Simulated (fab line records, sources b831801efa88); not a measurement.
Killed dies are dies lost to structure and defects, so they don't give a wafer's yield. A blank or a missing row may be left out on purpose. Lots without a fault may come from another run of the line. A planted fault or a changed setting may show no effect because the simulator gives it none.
Chamber matching | flow gf180mcu | GF_V1_CMP_04 on cmp-02: 4 sister chambers
The step polishes SiO2. 4 wafers are shown with their chamber, then 8 later ones without.

WAFERS WITH THEIR CHAMBER
wafer  | chamber | motor_current_A (A)
L839.2 | 3       | 11.3
L841.3 | 2       | 11.7
L841.4 | 0       | 11.5
L844.1 | 1       | 11.0

WAFERS WITHOUT THEIR CHAMBER
wafer  | motor_current_A (A)
L844.2 | 11.3
L844.5 | 11.4
L847.3 | 11.3
L847.4 | 11.8
L847.5 | 11.0
L848.1 | 10.7
L848.3 | 11.6
L848.4 | 11.5

WHICH CHAMBER EACH WENT THROUGH
wafer  | from the rows above          | in truth
L844.2 | can't be placed: 3 or 0      | 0
L844.5 | can't be placed: 0 or 3 or 2 | 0
L847.3 | can't be placed: 3 or 0      | 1
L847.4 | can't be placed: 2 or 0      | 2
L847.5 | 1                            | 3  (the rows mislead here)
L848.1 | 1                            | 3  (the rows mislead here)
L848.3 | can't be placed: 0 or 2 or 3 | 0
L848.4 | can't be placed: 0 or 2 or 3 | 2
Placed correctly: 0 of 8. Can't be placed from these rows: 6 (the true chamber is among the candidates in 5). Placed wrongly: 2.
How it was worked out, from the rows above alone: a wafer's distance from a chamber is the root of the sum, over the readings, of the square of ((its reading less the chamber's mean) divided by the reading's scatter). The wafer belongs to the nearest chamber; if the next one is less than 2 further off, it can't be placed. A chamber's mean is the mean of its shown wafers. The scatter: with one shown wafer a chamber, the root of the mean of the squares of how far each hidden wafer lies from its nearest shown one.
